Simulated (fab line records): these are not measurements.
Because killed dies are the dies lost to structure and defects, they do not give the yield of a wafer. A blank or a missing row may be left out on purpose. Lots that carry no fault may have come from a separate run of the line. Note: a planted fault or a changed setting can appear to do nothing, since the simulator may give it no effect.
Which tool is to blame? -- flow gf180mcu -- 6 lots with 18 wafers sampled at 3 steps, on a route of 602 steps

== WHAT THE GAUGES SHOWED, per wafer ==
GF_V1_CD_MEAS_14: target cd 260 nm.
lot,measured,on,cd-nm (nm)
L616,day 18 20:44,cd-sem-02,260.5 259.8 259.4
L620,day 20 20:58,cd-sem-01,260.0 259.8 260.3
L624,day 22 00:26,cd-sem-01,259.5 259.2 259.8
L631,day 25 00:35,cd-sem-01,260.8 262.8 261.6
L634,day 25 10:23,cd-sem-02,257.9 258.9 259.0
L636,day 26 03:39,cd-sem-01,260.1 260.9 259.7

== WHAT TOOL EACH LOT RAN ON (gives the tool, then ch and the chambers of the sampled wafers, and finally the start) ==
lot,GF_V1_CMP_04,GF_V1_DEVELOP_13
L616,"cmp-02 ch 0,1,2, day 17 20:34","litho-track-04 ch 0, day 18 20:35"
L620,"cmp-01 ch 0,2,3, day 19 19:55","litho-track-04 ch 0, day 20 20:49"
L624,"cmp-02 ch 0,1, day 20 23:52","litho-track-03 ch 0, day 22 00:17"
L631,"cmp-01 ch 1,2,3, day 24 02:58","litho-track-03 ch 0, day 25 00:26"
L634,"cmp-01 ch 0,1,2, day 24 12:26","litho-track-02 ch 0, day 25 10:14"
L636,"cmp-02 ch 0,1,3, day 25 06:04","litho-track-02 ch 0, day 26 03:30"
- GF_V1_CMP_04: polishes SiO2.
- GF_V1_DEVELOP_13: develop time 60 s.

== THE ANSWER, worked out from the rows above alone ==
Rule: the lots themselves supply what counts as usual. Put in order of their means at a reading, lots are off if they are a third of the lots or fewer, leave a main group of 4 or more, and stand apart from it by a gap of 3 or more times the standard deviation of the main group's means; of several such gaps the widest counts. Not used: any main group whose means are identical at the precision the tables above print for the reading. A lot without any number at a reading at which 4 lots or more have one is off too. Any other lot the step has rows for is counted as sound.
Across all readings shown, no lot is off: no conclusion can be drawn from this.

== WHAT THE SIMULATOR PUT IN ==
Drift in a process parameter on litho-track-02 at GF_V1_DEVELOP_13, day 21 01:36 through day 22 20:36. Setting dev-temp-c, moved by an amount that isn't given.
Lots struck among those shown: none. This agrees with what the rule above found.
